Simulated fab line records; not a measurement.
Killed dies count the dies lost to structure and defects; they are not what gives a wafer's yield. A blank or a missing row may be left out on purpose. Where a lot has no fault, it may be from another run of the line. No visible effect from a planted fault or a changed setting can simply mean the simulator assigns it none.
Which of the tools did it? ; flow sky130 ; 12 lots (36 wafers sampled), 1 step of a 708-step route

== WHAT THE GAUGES READ, wafer by wafer ==
SKY_SONOS_ONO_THK_MEAS_01. Usual: for SONOS_ONO_OXIDATION_THK the level is 2.60 nm and the standard deviation is 0.058.
lot;measured;on;SONOS_ONO_OXIDATION_THK (nm);flag
L159;day 11 11:01;film_metro-01;2.70 2.59 2.67;
L161;day 12 00:31;film_metro-01;2.55 2.61 2.51;
L164;day 14 04:02;film_metro-03;2.56 2.63 2.58;
L167;day 14 08:19;film_metro-01;2.56 2.61 2.56;
L169;day 14 18:40;film_metro-01;2.78 2.68 2.73;
L170;day 15 10:03;film_metro-03;2.67 2.69 2.66;
L171;day 15 11:52;film_metro-04;2.68 2.62 2.59;
L178;day 18 18:10;film_metro-03;2.54 2.59 2.57;
L179;day 19 02:29;film_metro-01;2.60 2.67 2.48;
L180;day 19 06:52;film_metro-04;2.56 2.57 2.61;
L181;day 19 06:53;film_metro-03;2.61 2.53 2.54;
L182;day 19 12:10;film_metro-01;2.59 2.59 2.58;

== EACH LOT AND THE TOOL THAT RAN IT (in order: tool; ch and the chambers of the sampled wafers; start) ==
Record: no process step prior to these readings.

== WHAT THE TOOLS THEMSELVES READ (means of the sampled wafers that have a number; where no wafer has one, the mark that the record gives instead) ==
The record holds no such reading with a usual standard deviation.

== THE ANSWER, worked out from the rows above alone ==
Rule: lot off if the mean of its wafers having a number is beyond 3 standard deviations from the usual mean. A lot without any number at a reading at which 4 lots or more have one is off too. Any other lot the step has rows for is counted as sound. The gauges are gone through in route order, then the tools' own readings, and for those a lot's mean is taken as printed above. At the first step where some lot is off, the reading lying furthest off is the one used; lots without a number count as furthest.
None of the lots is off at any reading shown; this tells nothing.

== WHAT THE SIMULATOR PUT IN ==
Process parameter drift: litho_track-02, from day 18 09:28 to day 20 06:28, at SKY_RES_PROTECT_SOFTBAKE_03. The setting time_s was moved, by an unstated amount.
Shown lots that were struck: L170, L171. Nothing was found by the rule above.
